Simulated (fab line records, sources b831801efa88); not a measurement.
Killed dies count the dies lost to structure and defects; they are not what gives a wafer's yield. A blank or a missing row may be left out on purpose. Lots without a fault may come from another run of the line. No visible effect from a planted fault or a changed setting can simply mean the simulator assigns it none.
A sampling plan put to the test | flow sky130 | one fab line, 51 faults that these records tell of, each judged on the records of the lots that it struck
The plan consists of the line's own looks: route steps at which the wafer is read by a gauge or an inspection but not changed. A look is open to judgement when struck wafers have a number at it and the file gives its usual mean and standard deviation on fault-free wafers. Caught: the struck wafers' mean, at a look after the fault's first step, is 4 or more of those standard deviations (sigma) away from the usual mean. On the tool: the test repeated on the tool's own readings taken at the fault's steps. Also counted as caught: the struck wafers showing another recipe, or a record that is empty for them alone.

== THE FAULTS, as the simulator had put them in ==
1. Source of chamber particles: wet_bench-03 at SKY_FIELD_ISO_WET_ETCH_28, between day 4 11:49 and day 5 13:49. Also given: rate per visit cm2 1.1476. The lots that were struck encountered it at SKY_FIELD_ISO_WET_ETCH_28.
2. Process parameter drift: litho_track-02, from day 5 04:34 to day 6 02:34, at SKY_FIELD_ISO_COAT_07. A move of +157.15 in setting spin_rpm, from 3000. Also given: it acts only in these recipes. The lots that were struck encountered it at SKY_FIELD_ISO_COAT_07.
3. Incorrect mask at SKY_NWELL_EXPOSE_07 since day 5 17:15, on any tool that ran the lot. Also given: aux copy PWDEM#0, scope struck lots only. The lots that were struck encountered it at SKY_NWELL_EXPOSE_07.
4. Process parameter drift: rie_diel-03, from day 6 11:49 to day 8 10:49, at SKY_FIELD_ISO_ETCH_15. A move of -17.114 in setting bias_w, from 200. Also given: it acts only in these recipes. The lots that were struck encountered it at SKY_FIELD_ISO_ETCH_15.
5. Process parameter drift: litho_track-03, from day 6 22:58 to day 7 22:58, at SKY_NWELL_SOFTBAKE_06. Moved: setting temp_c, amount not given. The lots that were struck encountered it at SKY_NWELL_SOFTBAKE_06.
6. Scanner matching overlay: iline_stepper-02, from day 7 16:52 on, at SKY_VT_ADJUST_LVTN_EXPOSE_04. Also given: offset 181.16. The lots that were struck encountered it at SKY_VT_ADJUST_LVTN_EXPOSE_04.
7. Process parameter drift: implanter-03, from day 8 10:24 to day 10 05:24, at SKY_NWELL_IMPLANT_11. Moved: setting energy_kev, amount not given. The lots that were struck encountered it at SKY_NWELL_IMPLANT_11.
8. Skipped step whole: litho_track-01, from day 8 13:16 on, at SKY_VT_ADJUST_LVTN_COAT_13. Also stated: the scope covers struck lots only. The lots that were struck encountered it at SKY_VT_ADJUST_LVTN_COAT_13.
9. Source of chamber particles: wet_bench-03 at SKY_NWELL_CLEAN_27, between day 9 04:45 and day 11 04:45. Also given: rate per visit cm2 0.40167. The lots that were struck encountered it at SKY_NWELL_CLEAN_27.
10. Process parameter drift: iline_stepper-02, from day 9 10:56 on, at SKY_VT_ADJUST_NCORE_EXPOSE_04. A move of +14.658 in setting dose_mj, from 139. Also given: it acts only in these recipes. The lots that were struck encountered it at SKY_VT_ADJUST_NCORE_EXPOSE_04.
11. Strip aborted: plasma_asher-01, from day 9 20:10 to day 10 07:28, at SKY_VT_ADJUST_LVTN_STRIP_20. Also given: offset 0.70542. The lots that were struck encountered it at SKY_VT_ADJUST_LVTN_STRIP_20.
12. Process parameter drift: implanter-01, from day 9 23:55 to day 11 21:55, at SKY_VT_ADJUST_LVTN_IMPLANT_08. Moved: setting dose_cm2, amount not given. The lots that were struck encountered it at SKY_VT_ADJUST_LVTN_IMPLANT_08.
13. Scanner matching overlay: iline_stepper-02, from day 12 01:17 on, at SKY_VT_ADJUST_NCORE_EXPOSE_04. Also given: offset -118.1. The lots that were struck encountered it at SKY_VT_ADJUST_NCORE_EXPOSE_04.
14. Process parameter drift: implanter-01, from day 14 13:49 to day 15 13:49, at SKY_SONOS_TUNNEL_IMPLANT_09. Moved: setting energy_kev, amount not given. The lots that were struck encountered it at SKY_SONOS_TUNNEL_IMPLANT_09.
15. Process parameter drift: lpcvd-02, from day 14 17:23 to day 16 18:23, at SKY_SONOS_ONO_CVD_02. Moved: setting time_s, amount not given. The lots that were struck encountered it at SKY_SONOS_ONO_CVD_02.
16. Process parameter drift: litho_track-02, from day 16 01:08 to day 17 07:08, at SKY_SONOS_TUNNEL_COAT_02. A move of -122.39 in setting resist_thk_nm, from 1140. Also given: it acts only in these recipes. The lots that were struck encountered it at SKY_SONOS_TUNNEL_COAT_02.
17. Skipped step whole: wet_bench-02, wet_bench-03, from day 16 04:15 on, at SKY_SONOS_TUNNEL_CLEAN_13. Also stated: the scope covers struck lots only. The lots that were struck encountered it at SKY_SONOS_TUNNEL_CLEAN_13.
18. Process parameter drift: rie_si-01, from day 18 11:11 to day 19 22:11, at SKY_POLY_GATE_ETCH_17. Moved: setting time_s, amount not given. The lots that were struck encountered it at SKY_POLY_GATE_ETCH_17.
19. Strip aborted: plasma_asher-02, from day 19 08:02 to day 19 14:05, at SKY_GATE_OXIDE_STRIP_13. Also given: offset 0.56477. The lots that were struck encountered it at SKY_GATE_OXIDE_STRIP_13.
20. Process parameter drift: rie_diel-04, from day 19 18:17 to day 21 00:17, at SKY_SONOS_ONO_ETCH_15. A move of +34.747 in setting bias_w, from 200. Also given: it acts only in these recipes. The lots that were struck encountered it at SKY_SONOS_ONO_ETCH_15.
21. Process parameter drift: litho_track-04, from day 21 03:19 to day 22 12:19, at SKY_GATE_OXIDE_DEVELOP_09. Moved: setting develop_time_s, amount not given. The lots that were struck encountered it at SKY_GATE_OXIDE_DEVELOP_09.
22. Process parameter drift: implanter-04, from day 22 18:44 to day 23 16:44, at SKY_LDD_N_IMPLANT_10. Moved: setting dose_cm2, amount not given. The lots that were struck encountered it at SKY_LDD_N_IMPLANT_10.
23. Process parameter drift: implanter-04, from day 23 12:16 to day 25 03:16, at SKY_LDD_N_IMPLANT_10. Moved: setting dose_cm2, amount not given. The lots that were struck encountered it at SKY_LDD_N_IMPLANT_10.
24. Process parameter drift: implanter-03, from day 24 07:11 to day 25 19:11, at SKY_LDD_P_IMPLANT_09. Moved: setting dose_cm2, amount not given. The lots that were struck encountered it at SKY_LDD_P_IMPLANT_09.
25. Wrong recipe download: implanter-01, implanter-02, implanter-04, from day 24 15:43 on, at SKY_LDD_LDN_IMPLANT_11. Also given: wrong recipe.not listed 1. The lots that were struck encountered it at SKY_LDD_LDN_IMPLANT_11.
26. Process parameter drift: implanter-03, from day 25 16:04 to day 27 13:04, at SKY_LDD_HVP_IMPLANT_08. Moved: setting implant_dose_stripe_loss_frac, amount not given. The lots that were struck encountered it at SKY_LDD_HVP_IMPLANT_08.
27. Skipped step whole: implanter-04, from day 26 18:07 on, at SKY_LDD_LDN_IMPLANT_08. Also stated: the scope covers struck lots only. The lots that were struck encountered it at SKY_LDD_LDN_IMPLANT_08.
28. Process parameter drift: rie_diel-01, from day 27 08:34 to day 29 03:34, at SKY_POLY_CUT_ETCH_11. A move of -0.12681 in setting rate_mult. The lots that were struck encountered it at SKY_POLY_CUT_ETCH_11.
29. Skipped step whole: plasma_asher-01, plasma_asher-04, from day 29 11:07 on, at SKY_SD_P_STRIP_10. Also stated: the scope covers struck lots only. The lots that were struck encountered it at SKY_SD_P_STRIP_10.
30. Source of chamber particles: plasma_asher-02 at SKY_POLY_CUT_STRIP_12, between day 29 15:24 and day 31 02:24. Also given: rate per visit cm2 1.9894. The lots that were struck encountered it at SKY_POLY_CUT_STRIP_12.
31. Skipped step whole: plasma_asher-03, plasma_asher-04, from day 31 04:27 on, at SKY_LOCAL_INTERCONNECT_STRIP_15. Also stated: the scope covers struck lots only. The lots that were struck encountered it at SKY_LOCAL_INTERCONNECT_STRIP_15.
32. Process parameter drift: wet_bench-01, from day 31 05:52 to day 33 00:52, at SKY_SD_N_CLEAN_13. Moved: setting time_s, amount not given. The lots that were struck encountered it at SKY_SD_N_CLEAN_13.
33. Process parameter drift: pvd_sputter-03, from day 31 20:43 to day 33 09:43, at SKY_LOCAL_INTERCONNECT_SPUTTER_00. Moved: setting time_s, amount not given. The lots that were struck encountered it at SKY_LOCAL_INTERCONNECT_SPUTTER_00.
34. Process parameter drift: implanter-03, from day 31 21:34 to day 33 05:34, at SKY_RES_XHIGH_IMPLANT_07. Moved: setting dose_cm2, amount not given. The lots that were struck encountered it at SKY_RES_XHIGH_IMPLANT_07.
35. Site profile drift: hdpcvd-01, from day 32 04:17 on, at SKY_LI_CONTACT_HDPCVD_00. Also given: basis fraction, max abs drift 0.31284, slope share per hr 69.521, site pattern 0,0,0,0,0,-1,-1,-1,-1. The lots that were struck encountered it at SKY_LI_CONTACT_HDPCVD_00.
36. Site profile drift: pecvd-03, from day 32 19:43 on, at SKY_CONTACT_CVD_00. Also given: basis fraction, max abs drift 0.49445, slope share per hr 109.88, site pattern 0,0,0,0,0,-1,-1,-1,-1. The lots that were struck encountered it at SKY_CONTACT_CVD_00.
37. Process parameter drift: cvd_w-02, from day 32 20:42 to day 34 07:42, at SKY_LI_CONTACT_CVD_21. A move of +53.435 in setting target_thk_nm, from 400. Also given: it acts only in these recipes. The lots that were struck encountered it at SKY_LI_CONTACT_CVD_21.
38. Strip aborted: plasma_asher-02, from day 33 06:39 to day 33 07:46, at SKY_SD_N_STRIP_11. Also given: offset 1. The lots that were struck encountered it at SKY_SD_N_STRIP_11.
39. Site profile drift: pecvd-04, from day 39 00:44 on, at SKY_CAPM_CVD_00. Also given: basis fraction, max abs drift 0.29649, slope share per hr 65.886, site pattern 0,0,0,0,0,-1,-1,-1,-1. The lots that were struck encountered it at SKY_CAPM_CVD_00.
40. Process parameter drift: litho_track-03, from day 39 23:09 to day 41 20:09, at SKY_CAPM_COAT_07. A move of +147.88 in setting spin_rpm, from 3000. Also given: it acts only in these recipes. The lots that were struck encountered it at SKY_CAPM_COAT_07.
41. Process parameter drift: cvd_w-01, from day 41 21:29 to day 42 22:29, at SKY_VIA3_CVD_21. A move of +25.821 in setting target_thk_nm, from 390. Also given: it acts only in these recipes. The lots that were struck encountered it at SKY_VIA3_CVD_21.
42. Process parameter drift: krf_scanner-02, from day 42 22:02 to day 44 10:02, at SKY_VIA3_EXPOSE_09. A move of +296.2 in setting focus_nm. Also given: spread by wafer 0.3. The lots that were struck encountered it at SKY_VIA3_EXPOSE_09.
43. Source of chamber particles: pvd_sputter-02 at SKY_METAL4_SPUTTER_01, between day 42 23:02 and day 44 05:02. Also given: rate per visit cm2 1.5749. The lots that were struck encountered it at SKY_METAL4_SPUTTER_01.
44. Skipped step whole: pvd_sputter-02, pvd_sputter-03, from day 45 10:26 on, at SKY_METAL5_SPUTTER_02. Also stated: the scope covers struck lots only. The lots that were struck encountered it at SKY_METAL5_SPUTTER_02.
45. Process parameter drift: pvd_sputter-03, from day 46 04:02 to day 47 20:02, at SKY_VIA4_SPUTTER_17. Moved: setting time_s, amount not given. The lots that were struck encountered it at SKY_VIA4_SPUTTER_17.
46. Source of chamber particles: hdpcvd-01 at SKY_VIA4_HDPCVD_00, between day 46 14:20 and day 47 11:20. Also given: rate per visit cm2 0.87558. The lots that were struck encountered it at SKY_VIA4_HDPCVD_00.
47. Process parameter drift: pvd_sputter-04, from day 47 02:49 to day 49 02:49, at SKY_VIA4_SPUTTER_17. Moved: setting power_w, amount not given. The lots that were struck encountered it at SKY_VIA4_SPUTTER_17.
48. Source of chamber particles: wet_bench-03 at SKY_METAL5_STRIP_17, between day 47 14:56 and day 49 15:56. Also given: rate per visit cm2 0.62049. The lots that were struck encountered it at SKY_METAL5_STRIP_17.
49. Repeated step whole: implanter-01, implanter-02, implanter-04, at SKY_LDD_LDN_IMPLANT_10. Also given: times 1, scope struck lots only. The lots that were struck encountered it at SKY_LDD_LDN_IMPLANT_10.
50. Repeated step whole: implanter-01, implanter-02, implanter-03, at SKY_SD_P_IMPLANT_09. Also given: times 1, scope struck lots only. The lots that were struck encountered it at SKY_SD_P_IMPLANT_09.
51. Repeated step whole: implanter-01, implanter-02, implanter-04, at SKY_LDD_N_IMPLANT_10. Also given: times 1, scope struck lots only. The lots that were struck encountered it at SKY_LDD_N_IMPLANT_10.

== WHAT THE PLAN SAW ==
fault | on the tool itself                               | first look that catches it                      | reading, sigma                                                                  | median hours from its first step to that look | hours from the fault's start to the first struck lot there | judged looks passed uncaught
1     | under 2 sigma                                    | none of the 2 looks that can be judged after it | -                                                                               | -                                             | -                                                          | 2
2     | spin_speed_rpm +77 sigma                         | not the one look that can be judged after it    | -                                                                               | -                                             | -                                                          | 1
3     | under 2 sigma                                    | SKY_NWELL_TW_MEAS_15                            | NWELL_TW -99 or beyond                                                          | 10.2                                          | 14                                                         | 0
4     | bias_w -32 sigma                                 | no look after it can be judged                  | -                                                                               | -                                             | -                                                          | 0
5     | plate_temp_C +26 sigma                           | not the one look that can be judged after it    | -                                                                               | -                                             | -                                                          | 1
6     | no reading that can be judged                    | SKY_VT_ADJUST_LVTN_OVL_MEAS_07                  | VT_ADJUST_LVTN_OVL +99 or beyond                                                | 9.9                                           | 11                                                         | 0
7     | beam_energy_keV +99 or beyond sigma              | SKY_NWELL_RS_MEAS_29                            | NWELL_RS -16                                                                    | 23.0                                          | 28                                                         | 0
8     | the tool's record is blank for the struck wafers | SKY_VT_ADJUST_NCORE_TW_MEAS_11                  | VT_ADJUST_NCORE_TW +11                                                          | 33.4                                          | 35                                                         | 0
9     | no reading that can be judged                    | none of the 2 looks that can be judged after it | -                                                                               | -                                             | -                                                          | 2
10    | exposure_dose_mJ_cm2 +18 sigma                   | SKY_VT_ADJUST_NCORE_CD_MEAS_07                  | cd_nm +11                                                                       | 11.2                                          | 13                                                         | 0
11    | oes_product_au +49 sigma                         | SKY_VT_ADJUST_NCORE_TW_MEAS_11                  | VT_ADJUST_NCORE_TW -69                                                          | 23.4                                          | 35                                                         | 1
12    | dose_ions_cm2 +99 or beyond sigma                | SKY_VT_ADJUST_LVTN_TW_MEAS_10                   | VT_ADJUST_LVTN_TW +4.5                                                          | 0.2                                           | 2                                                          | 0
13    | no reading that can be judged                    | SKY_VT_ADJUST_NCORE_OVL_MEAS_08                 | VT_ADJUST_NCORE_OVL -85                                                         | 12.7                                          | 15                                                         | 0
14    | beam_energy_keV -99 or beyond sigma              | no look after it can be judged                  | -                                                                               | -                                             | -                                                          | 0
15    | no reading that can be judged                    | SKY_SONOS_ONO_THK_MEAS_03                       | SONOS_ONO_CVD_02_THK +10                                                        | 1.1                                           | 6                                                          | 0
16    | under 2 sigma                                    | none of the 3 looks that can be judged after it | strongest: cd_nm at SKY_SONOS_TUNNEL_CD_MEAS_07, +3.7                           | -                                             | -                                                          | 3
17    | no reading that can be judged                    | none of the 5 looks that can be judged after it | -                                                                               | -                                             | -                                                          | 5
18    | run_length_s -34 sigma                           | no look after it can be judged                  | -                                                                               | -                                             | -                                                          | 0
19    | oes_product_au +47 sigma                         | no look after it can be judged                  | -                                                                               | -                                             | -                                                          | 0
20    | oes_product_au +4.0 sigma                        | no look after it can be judged                  | -                                                                               | -                                             | -                                                          | 0
21    | no reading that can be judged                    | SKY_GATE_OXIDE_TW_MEAS_14                       | GATE_OXIDE_TW -99 or beyond                                                     | 0.5                                           | 3                                                          | 0
22    | dose_ions_cm2 +99 or beyond sigma                | SKY_LDD_N_TW_MEAS_17                            | LDD_N_TW +10                                                                    | 1.0                                           | 15                                                         | 0
23    | dose_ions_cm2 +99 or beyond sigma                | SKY_LDD_N_TW_MEAS_17                            | LDD_N_TW +9.9                                                                   | 1.0                                           | 5                                                          | 0
24    | dose_ions_cm2 -99 or beyond sigma                | SKY_LDD_P_TW_MEAS_11                            | LDD_P_TW -46                                                                    | 0.2                                           | 7                                                          | 0
25    | under 2 sigma                                    | SKY_LDD_LDN_TW_MEAS_13                          | LDD_LDN_TW -4.2                                                                 | 0.2                                           | 4                                                          | 0
26    | no reading that can be judged                    | none of the 5 looks that can be judged after it | -                                                                               | -                                             | -                                                          | 5
27    | the tool's record is blank for the struck wafers | SKY_LDD_LDN_TW_MEAS_13                          | LDD_LDN_TW -8.3                                                                 | 0.7                                           | 4                                                          | 0
28    | under 2 sigma                                    | none of the 4 looks that can be judged after it | -                                                                               | -                                             | -                                                          | 4
29    | the tool's record is blank for the struck wafers | SKY_RES_XHIGH_TW_MEAS_09                        | RES_XHIGH_TW -81                                                                | 27.3                                          | 30                                                         | 0
30    | under 2 sigma                                    | none of the 2 looks that can be judged after it | -                                                                               | -                                             | -                                                          | 2
31    | the tool's record is blank for the struck wafers | no look after it can be judged                  | -                                                                               | -                                             | -                                                          | 0
32    | run_length_s -23 sigma                           | no look after it can be judged                  | -                                                                               | -                                             | -                                                          | 0
33    | under 2 sigma                                    | none of the 2 looks that can be judged after it | strongest: LOCAL_INTERCONNECT_TIN_RS at SKY_LOCAL_INTERCONNECT_RS_MEAS_01, +3.6 | -                                             | -                                                          | 2
34    | dose_ions_cm2 +86 sigma                          | SKY_SD_N_RS_MEAS_18                             | RES_XHIGH_RS -26                                                                | 28.1                                          | 40                                                         | 1
35    | no reading that can be judged                    | SKY_LI_CONTACT_THK_MEAS_01                      | LI_CONTACT_HDPCVD_THK -13                                                       | 0.1                                           | 11                                                         | 0
36    | under 2 sigma                                    | SKY_CONTACT_THK_MEAS_01                         | CONTACT_CVD_00_THK -14                                                          | 0.0                                           | 17                                                         | 0
37    | under 2 sigma                                    | SKY_LI_CONTACT_RS_MEAS_22                       | LI_CONTACT_W_RS -8.2                                                            | 0.1                                           | 6                                                          | 0
38    | oes_product_au -51 sigma                         | not the one look that can be judged after it    | -                                                                               | -                                             | -                                                          | 1
39    | under 2 sigma                                    | SKY_CAPM_THK_MEAS_01                            | CAPM_CVD_00_THK -7.1                                                            | 0.0                                           | 11                                                         | 0
40    | spin_speed_rpm +67 sigma                         | not the one look that can be judged after it    | -                                                                               | -                                             | -                                                          | 1
41    | under 2 sigma                                    | SKY_VIA3_RS_MEAS_22                             | VIA3_W_RS -4.1                                                                  | 0.1                                           | 4                                                          | 0
42    | exposure_dose_mJ_cm2 +21 sigma                   | SKY_VIA3_CD_MEAS_12                             | cd_nm -21                                                                       | 10.4                                          | 46                                                         | 0
43    | under 2 sigma                                    | no look after it can be judged                  | -                                                                               | -                                             | -                                                          | 0
44    | the tool's record is blank for the struck wafers | SKY_METAL5_RS_MEAS_05                           | METAL5_ALCU_RS +99 or beyond                                                    | 0.2                                           | 4                                                          | 0
45    | under 2 sigma                                    | no look after it can be judged                  | -                                                                               | -                                             | -                                                          | 0
46    | no reading that can be judged                    | no look after it can be judged                  | -                                                                               | -                                             | -                                                          | 0
47    | cathode_dc_power_W -99 or beyond sigma           | no look after it can be judged                  | -                                                                               | -                                             | -                                                          | 0
48    | no reading that can be judged                    | no look after it can be judged                  | -                                                                               | -                                             | -                                                          | 0
49    | under 2 sigma                                    | SKY_LDD_LDN_TW_MEAS_13                          | LDD_LDN_TW +6.3                                                                 | 0.7                                           | -                                                          | 0
50    | no reading that can be judged                    | SKY_SD_P_TW_MEAS_11                             | SD_P_TW +7.2                                                                    | 0.6                                           | -                                                          | 0
51    | under 2 sigma                                    | not the one look that can be judged after it    | strongest: LDD_N_TW at SKY_LDD_N_TW_MEAS_17, +3.5                               | -                                             | -                                                          | 1
A dash: the fault is not caught, or the number is missing from these records.

Caught at a look: 26 of 51. Caught on the tool: 25 of 51. By one or the other: 38 of 51.
Faults 2, 4, 5, 14, 18, 19, 20, 31, 32, 38, 40, 47 were caught on the tool alone.
Caught at a look alone: faults 3, 6, 13, 15, 21, 25, 35, 36, 37, 39, 41, 49, 50.
Caught by neither: faults 1, 9, 16, 17, 26, 28, 30, 33, 43, 45, 46, 48, 51.

== THINNER SAMPLING ==
Were the look that catches a fault to measure just every second or every third lot (counted by lot number), the first struck lot would, at worst, be measured this late:
fault | struck lots at that look, in order of time | every lot | every second lot | every third lot
3     | L750                                       | 14 h      | may miss it      | may miss it
6     | L694, L697, L698                           | 11 h      | 33 h             | may miss all 3
7     | L761, L763                                 | 28 h      | may miss all 2   | may miss all 2
8     | L756, L757                                 | 35 h      | 43 h             | may miss all 2
10    | L314, L315, L316, L320                     | 13 h      | 21 h             | 28 h
11    | L945                                       | 35 h      | may miss it      | may miss it
12    | L338, L339                                 | 2 h       | 11 h             | may miss all 2
13    | L502, L506                                 | 15 h      | may miss all 2   | may miss all 2
15    | L495, L496                                 | 6 h       | 13 h             | may miss all 2
21    | L553, L554                                 | 3 h       | 13 h             | may miss all 2
22    | L434, L435                                 | 15 h      | 22 h             | may miss all 2
23    | L495, L497                                 | 5 h       | may miss all 2   | may miss all 2
24    | L697, L698                                 | 7 h       | 15 h             | may miss all 2
25    | L225, L226, L227                           | 4 h       | 9 h              | 23 h
27    | L536, L537                                 | 4 h       | 10 h             | may miss all 2
29    | L100, L101                                 | 30 h      | 47 h             | may miss all 2
34    | L982, L983                                 | 40 h      | 54 h             | may miss all 2
35    | L423, L425, L426                           | 11 h      | 34 h             | may miss all 3
36    | L638, L643                                 | 17 h      | 52 h             | may miss all 2
37    | L399, L401                                 | 6 h       | may miss all 2   | may miss all 2
39    | L735, L736, L738                           | 11 h      | 17 h             | may miss all 3
41    | L532, L534                                 | 4 h       | may miss all 2   | may miss all 2
42    | L507                                       | 46 h      | may miss it      | may miss it
44    | L604, L605                                 | 4 h       | 9 h              | may miss all 2
The hour figures run from when the fault began to the first measured lot among those it struck. 4 sigma limit: tested on the pooled struck wafers, so a lone lot may be under it. Other struck lots may not be in these records.

== THE LONGEST TIMED WAY FROM STEP TO LOOK ==
In fault 8, a median of 33.4 hours elapses between SKY_VT_ADJUST_LVTN_COAT_13 and SKY_VT_ADJUST_NCORE_TW_MEAS_11. No look between them can be judged.
